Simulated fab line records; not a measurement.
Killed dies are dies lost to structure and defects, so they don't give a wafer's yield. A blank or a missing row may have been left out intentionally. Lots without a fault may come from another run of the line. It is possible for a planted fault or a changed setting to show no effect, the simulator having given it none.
The same fault as seen by 2 desks ; flow gf180mcu ; each desk holds nothing but its own numbers, with what lay behind them at the end

== AT THE METROLOGY DESK ==
What the gauges read, lot by lot, whatever tool the lot ran on: means of the sampled wafers that have a number. If a lot's mean is further than 4 standard deviations from the usual mean, the lot is out of limits and carries the mark OUT (the distance appears in the brackets).
Columns: A = MVSD_OVL at GF_MVSD_OVL_MEAS_07, usual 0.2 nm
lot;first seen here;A
L324;day 4 21:09;-0.1
L325;day 4 23:27;-0.6
L326;day 5 04:56;1.0
L328;day 5 16:37;1.6
L329;day 5 20:08;1.4
L331;day 6 09:48;1.1
L332;day 6 14:11;-0.8
L334;day 7 04:08;-1.1
L335;day 7 11:11;-1.2
L338;day 8 03:08;1.8
L344;day 9 12:23;-0.6
L345;day 9 17:00;1.0
L346;day 9 23:26;1.5
This desk's verdict: no lot among the 13 shows anything out of limits.

== DESK OF THE TOOL OWNER: wet_bench-03 ==
The tool's own readings at GF_STI_WET_ETCH_17 (etches Si3N4 in H3PO4, target depth 45 nm, time 514 s): means of the sampled wafers that have a number, for each lot that ran on this tool. If a lot's mean is further than 4 standard deviations from the usual mean, the lot is out of limits and carries the mark OUT (the distance appears in the brackets).
Columns: A = bath_guard_temp_C at GF_STI_WET_ETCH_17, usual 160.2 C; B = temp_c at GF_STI_WET_ETCH_17, usual 160.02 C
lot;first seen here;A;B
L331;day 3 20:01;159.5;160.19
L335;day 4 15:26;155.7 (-9.6) OUT;156.06 (-28) OUT
L338;day 5 06:43;156.9 (-7.0) OUT;156.02 (-29) OUT
This desk's verdict: out of limits on L335, L338, starting with L335 at day 4 15:26 (bath_guard_temp_C at GF_STI_WET_ETCH_17). In limits: L331.

== PUT TOGETHER ==
An alarm could have come from the tool owner's desk at day 4 15:26, on L335, L338.
From the metrology desk's view, nothing was out of limits.
The metrology desk has L335, L338 on record, within its limits.
GF_STI_WET_ETCH_17 was run on wet_bench-03 by each of the lots named.

== WHAT THE SIMULATOR PUT IN ==
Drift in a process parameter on wet_bench-03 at GF_STI_WET_ETCH_17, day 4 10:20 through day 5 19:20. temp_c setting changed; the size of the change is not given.
Struck lots among those shown: L335, L338.
Hours from the fault's start to each desk's first reading out of limits: the tool owner's desk, 5.
